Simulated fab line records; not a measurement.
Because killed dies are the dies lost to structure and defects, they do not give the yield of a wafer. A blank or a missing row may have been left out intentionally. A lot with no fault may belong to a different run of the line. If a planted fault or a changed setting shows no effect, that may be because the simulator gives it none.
One fault through the eyes of 2 desks | flow gf180mcu | only its own numbers are on each desk; what lay behind them is given at the end

TOOL OWNER'S DESK, pvd_sputter-01
The tool's own readings at GF_M4_SPUTTER_02 (material AlCu, target thk 450 nm, time 23.9 s): means of the sampled wafers that have a number, for each lot that ran on this tool. If a lot's mean is further than 4 standard deviations from the usual mean, the lot is out of limits and carries the mark OUT (the distance appears in the brackets).
Columns: A = throttle_valve_pct at GF_M4_SPUTTER_02, usual 29.5 %
lot  | first seen here | A
L532 | day 22 08:19    | 29.0
L534 | day 23 00:44    | 29.1
L539 | day 24 21:58    | 29.5
L546 | day 27 04:08    | 29.9
L547 | day 27 10:08    | 29.2
This desk's verdict: no lot among the 5 shows anything out of limits.

FROM THE METROLOGY DESK
Lot by lot, what the gauges showed, no matter which tool ran the lot: averages of those sampled wafers that carry a number. If a lot's mean is further than 4 standard deviations from the usual mean, the lot is out of limits and carries the mark OUT (the distance appears in the brackets).
Columns: A = M4_ALCU_RS at GF_M4_RS_MEAS_05, usual 0.0695 ohm/sq; B = M4_ALCU_THK at GF_M4_THK_MEAS_06, usual 456 nm
lot  | first seen here | A                 | B
L532 | day 22 08:26    | 0.0692            | 457
L533 | day 22 18:25    | 0.0708            | 450
L534 | day 23 00:50    | 0.0693            | 460
L535 | day 23 12:37    | 0.0697            | 454
L539 | day 24 22:03    | 0.0695            | 458
L542 | day 25 22:40    | 0.0698            | 452
L543 | day 26 07:52    | 0.0698            | 456
L546 | day 27 04:13    | 0.0627 (-8.1) OUT | 504 (+8.3) OUT
L547 | day 27 10:14    | 0.0657 (-4.5) OUT | 482 (+4.4) OUT
L553 | day 29 07:32    | 0.0696            | 451
L552 | day 29 08:36    | 0.0699            | 453
L554 | day 29 11:56    | 0.0692            | 458
This desk's finding: out of limits on L546, L547; first on L546, day 27 04:13 (M4_ALCU_RS at GF_M4_RS_MEAS_05). L532, L533, L534, L535, L539, L542, L543, L553, L552, L554: within limits.

BROUGHT TOGETHER
At day 27 04:13 the metrology desk could have sounded an alarm, on L546, L547.
The tool owner's desk saw nothing out of limits.
On record at the tool owner's desk: L546, L547, within its limits.
The lots listed all ran GF_M4_SPUTTER_02 on pvd_sputter-01.

WHAT THE SIMULATOR HAD PUT IN
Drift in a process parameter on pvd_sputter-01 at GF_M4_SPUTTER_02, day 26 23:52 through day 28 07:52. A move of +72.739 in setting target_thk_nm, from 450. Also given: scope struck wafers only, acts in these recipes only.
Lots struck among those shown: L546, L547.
Delay in hours, fault start to first out-of-limits reading, per desk: metrology desk 4.
